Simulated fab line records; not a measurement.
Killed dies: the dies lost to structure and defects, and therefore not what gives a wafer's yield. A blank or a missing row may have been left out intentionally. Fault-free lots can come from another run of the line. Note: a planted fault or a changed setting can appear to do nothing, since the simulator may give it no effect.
Chamber matching	flow gf180mcu	4 sister chambers for GF_V5_CMP_26 on cmp-01
The step polishes, stops on SiO2, t overpolish 15 s, target thk 0 nm. 18 wafers are shown with their chamber, then 9 later ones without.

## EACH WAFER AND ITS CHAMBER
wafer	chamber	motor-current-A (A)	time-to-endpoint-s (s)	overpolish-run-s (s)
L991.2	0	10.0	87	14.997
L991.4	2	10.1	84	15.009
L991.5	0	10.7	86	14.977
L993.1	3	11.2	89	15.002
L993.3	1	11.0	92	15.008
L993.4	0	10.9	89	15.000
L992.1	3	12.0	87	14.998
L992.2	1	10.8	87	14.995
L992.3	0	10.3	81	15.007
L995.2	3	12.2	85	14.993
L995.3	2	9.9	85	15.020
L995.5	2	10.4	84	15.003
L996.1	3	12.3	90	15.004
L996.3	0	10.9	84	14.997
L996.5	1	10.9	94	15.001
L997.1	3	12.0	87	14.992
L997.2	0	10.5	87	14.986
L997.4	2	9.3	89	14.994

SIGNATURES, as means of the wafers listed above
reading	chamber 0	chamber 1	chamber 2	chamber 3	scatter within a chamber
motor-current-A	10.550	10.900	9.925	11.940	0.383
time-to-endpoint-s	85.67	91.00	85.50	87.60	2.64
overpolish-run-s	14.99400	15.00133	15.00650	14.99780	0.00899
Rule: for a wafer and a chamber, the distance is found by dividing, reading by reading, the gap between the wafer's reading and the chamber's mean by the reading's scatter, squaring, summing and taking the root. The wafer belongs to the nearest chamber; if the next one is less than 2 further off, it can't be placed. The scatter: take each reading less its chamber's mean, square it, sum over the shown wafers, divide by the number of wafers less the number of chambers, and take the root.

## WAFERS MISSING THEIR CHAMBER
wafer	motor-current-A (A)	time-to-endpoint-s (s)	overpolish-run-s (s)
L999.1	9.9	84	14.998
L999.3	11.3	81	14.997
L999.6	12.0	82	15.003
L100.1	11.3	87	15.007
L100.3	9.9	86	14.988
L100.4	9.6	86	14.987
L105.1	11.9	93	15.017
L105.5	11.6	96	14.997
L105.6	10.3	93	14.999

## WHICH CHAMBER EACH WENT THROUGH
wafer	from the rows above	in truth
L999.1	can't be placed: 2 or 0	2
L999.3	can't be placed: 0 or 3 or 1 or 2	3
L999.6	can't be placed: 3 or 0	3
L100.1	can't be placed: 1 or 3 or 0 or 2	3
L100.3	can't be placed: 0 or 2 or 1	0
L100.4	can't be placed: 2 or 0 or 1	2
L105.1	can't be placed: 3 or 1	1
L105.5	can't be placed: 1 or 3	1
L105.6	can't be placed: 1 or 0 or 2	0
Correct placement for 0 of the 9. These rows do not allow placing 9 (true chamber among the candidates in 9). Number placed wrongly: 0.
